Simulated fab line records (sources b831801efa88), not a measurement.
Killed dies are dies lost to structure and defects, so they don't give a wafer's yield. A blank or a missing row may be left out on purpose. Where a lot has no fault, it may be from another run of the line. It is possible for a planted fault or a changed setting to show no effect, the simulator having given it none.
Comparing a struck lot with a sound one -- flow sfq_line -- 42 out of 325 route steps
Sound: wafers L547.2, L547.3, L547.6. Struck: wafers L550.3, L550.4, L550.5. The cause is given at the end.
For every step that has rows: the tool of each side, followed by ch and its chambers, followed by its first start. Under that, the readings that differ: sound wafers -- struck wafers -- difference of the means -- sigmas: that difference in standard deviations of wafers without a fault.
alike: a reading whose means differ by less than 2 such deviations, as well as words and numbers matching on both sides. not compared: withheld readings; readings where some wafer has no value; bounds like >300 that might hide an equal value; numbers whose values overlap and for which the record gives no deviation.
Wherever a step has rows on one side only, a row that says differs or no value, or a row with sigmas, the two part there. When numbers do not overlap yet have no deviation, they are printed without sigmas and do not part them. Lack of a reading on every wafer of one side parts them only where that side has two or more wafers.

first, 1 step without rows for these wafers: SFQ_TRILAYER_R5_DEP_SPUTTER_133 (material MoNx, target thk 40 nm, time 66.7 s).
SFQ_TRILAYER_R5_DEP_SPUTTER_134: material Ti, target thk 5 nm, time 5 s.
  sound: pvd_sputter-05 at day 49 04:05; struck: pvd_sputter-05 at day 61 09:10
  alike: throttle_valve_pct
SFQ_R5_RS_MEAS_933: a four-point-probe measurement.
  sound: film_metro-04 at day 49 04:07; struck: film_metro-03 at day 61 09:13
  alike: R5_MONX_RS
SFQ_R5_THK_MEAS_934: measures by xrf.
  sound: film_metro-04 at day 49 04:14; struck: film_metro-03 at day 61 09:19
  alike: R5_MONX_THK
then, 6 steps without rows for these wafers: SFQ_TRILAYER_R5_LITHO_COAT_141 (resist thk 62 nm); SFQ_TRILAYER_R5_LITHO_COAT_136 (resist thk 600 nm); SFQ_TRILAYER_R5_LITHO_SOFTBAKE_140; SFQ_TRILAYER_R5_LITHO_EXPOSE_137 (exposes mask R5, target cd 500 nm); SFQ_TRILAYER_R5_LITHO_PEB_139 (peb time 60 s); SFQ_TRILAYER_R5_LITHO_DEVELOP_138 (time 60 s).
SFQ_R5_OVL_MEAS_935:
  sound: overlay-01 at day 50 11:15; struck: overlay-01 at day 61 16:09
reading,sound,struck,difference,sigmas
R5_OVL (nm),-10 3 -3,13 2 9,+11,+2
SFQ_TRILAYER_R5_BARC_OPEN_METAL_ETCH_177: etches BARC in O2, target depth 125 nm, time 41.7 s.
  sound on rie_metal-04 ch 0,1, day 50 11:17; struck on rie_metal-04 ch 0,1, day 61 16:11
  alike: drypump_motor_current_A, oes_product_au, rf_fwd_power_W
  not compared: rf_hours_counter_h
SFQ_TRILAYER_R5_ETCH_METAL_ETCH_139: etches the open film in Cl2, stops on SiO2, target depth 60 nm, time 40 s.
  sound on rie_metal-04 ch 0,1, day 50 11:20; struck on rie_metal-04 ch 0,1, day 61 16:15
reading,sound,struck,difference,sigmas
oes_product_au (a.u.),0.996 0.989 0.993,0.922 0.923 0.913,-0.073,-13
rf_fwd_power_W (W),589.8 589.1 588.9,498.5 493.7 494.6,-93.7,-37
model.etch.depth_nm (nm),60 60 59.49,52.18 52.38 51.84,-7.70,
model.R5.feature_depth_nm (nm),60 60 59.49,52.18 52.38 51.84,-7.70,
  alike: drypump_motor_current_A
  not compared: rf_hours_counter_h, model.KrF_of_TRILAYER_R5_LITHO_COAT_136.thk_nm
then, 9 steps without rows for these wafers: SFQ_TRILAYER_R5_STRIP_STRIP_140 (strips in O2); SFQ_TRILAYER_R5_STRIP_SOLV_CLEAN_141 (cleans in NMP, time 600 s); SFQ_TRILAYER_A5C_DEP_PECVD_142 (deposits SiO2 from SiH4/N2O, time 15.556 s, target thk 70 nm); SFQ_TRILAYER_I5_LITHO_COAT_149 (resist thk 62 nm); SFQ_TRILAYER_I5_LITHO_COAT_144 (resist thk 650 nm); SFQ_TRILAYER_I5_LITHO_SOFTBAKE_148; SFQ_TRILAYER_I5_LITHO_EXPOSE_145 (exposes mask I5, target cd 700 nm); SFQ_TRILAYER_I5_LITHO_PEB_147 (peb time 60 s); SFQ_TRILAYER_I5_LITHO_DEVELOP_146 (time 60 s).
SFQ_I5_OVL_MEAS_936:
  sound: overlay-02 at day 55 04:19; struck: overlay-01 at day 61 23:59
  alike: I5_OVL
SFQ_TRILAYER_I5_BARC_OPEN_VIA_ETCH_200: etches BARC in O2, target depth 125 nm, time 41.7 s.
  sound on rie_diel-01 ch 0,1,3, day 55 04:20; struck on rie_diel-03 ch 0,1, day 62 00:01
  alike: drypump_motor_current_A, oes_product_au, rf_fwd_power_W
  not compared: rf_hours_counter_h
then, 9 steps without rows for these wafers: SFQ_TRILAYER_I5_ETCH_VIA_ETCH_147 (etches the open film in CHF3, stops on Nb, target depth 360 nm); SFQ_TRILAYER_I5_STRIP_STRIP_148 (strips in O2); SFQ_TRILAYER_I5_STRIP_SOLV_CLEAN_149 (cleans in NMP, time 600 s); SFQ_TRILAYER_C5_LITHO_COAT_156 (resist thk 62 nm); SFQ_TRILAYER_C5_LITHO_COAT_151 (resist thk 650 nm); SFQ_TRILAYER_C5_LITHO_SOFTBAKE_155; SFQ_TRILAYER_C5_LITHO_EXPOSE_152 (exposes mask C5, target cd 500 nm); SFQ_TRILAYER_C5_LITHO_PEB_154 (peb time 60 s); SFQ_TRILAYER_C5_LITHO_DEVELOP_153 (time 60 s).
-- the record jumps here: 4 days lie between the struck wafers' starts before and after --
SFQ_C5_OVL_MEAS_937:
  sound: overlay-01 at day 55 07:43; struck: overlay-01 at day 65 14:31
  alike: C5_OVL
SFQ_TRILAYER_C5_BARC_OPEN_VIA_ETCH_210: etches BARC in O2, target depth 125 nm, time 41.7 s.
  sound on rie_diel-01 ch 1,2,3, day 55 07:44; struck on rie_diel-03 ch 0,3, day 65 14:32
  alike: drypump_motor_current_A, oes_product_au, rf_fwd_power_W
  not compared: rf_hours_counter_h
then, 1 step without rows for these wafers: SFQ_TRILAYER_C5_ETCH_VIA_ETCH_154 (etches SiO2 in CHF3, stops on Nb, target depth 84 nm).
SFQ_TRILAYER_C5_STRIP_STRIP_155: strips in O2.
  sound on rie_metal-03 ch 0,1, day 55 07:49; struck on rie_metal-02 ch 0,1, day 65 14:49
reading,sound,struck,difference,sigmas
oes_product_au (a.u.),0.997 1.002 0.977,1.013 1.018 1.011,+0.022,+2
  alike: drypump_motor_current_A
  not compared: rf_hours_counter_h
then, 3 steps without rows for these wafers: SFQ_TRILAYER_C5_STRIP_SOLV_CLEAN_156 (cleans in NMP, time 600 s); SFQ_TRILAYER_M6_DEP_PRE_CLEAN_158 (time 22.5 s); SFQ_TRILAYER_M6_DEP_SPUTTER_157 (material Nb, target thk 200 nm, time 133.3 s).
SFQ_M6_RS_MEAS_938: a four-point-probe measurement.
  sound: film_metro-02 at day 55 08:44; struck: film_metro-02 at day 65 15:34
reading,sound,struck,difference,sigmas
M6_NB_RS (ohm/sq),0.887 0.883 0.889,0.869 0.859 0.861,-0.023,-2
-- the record jumps here: 10 days lie between the struck wafers' starts before and after (it left off in module M6 and takes up again in module M8, whose first step shown is number 325 of the route) --
SFQ_M8_BOW_MEAS_951:
  sound: film_metro-02 at day 75 09:39; struck: film_metro-02 at day 75 21:40
reading,sound,struck,difference,sigmas
model.etest.r5.comb_log10_ohm,12 12 12,0 0 0,-12,
  alike: M8_BOW

## WHERE THEY PART
Last at SFQ_M6_RS_MEAS_938 as far as this record goes, first at SFQ_R5_OVL_MEAS_935. Later steps at which nothing parts them and some readings are alike: SFQ_M8_BOW_MEAS_951.

WHY: what had been put in by the simulator
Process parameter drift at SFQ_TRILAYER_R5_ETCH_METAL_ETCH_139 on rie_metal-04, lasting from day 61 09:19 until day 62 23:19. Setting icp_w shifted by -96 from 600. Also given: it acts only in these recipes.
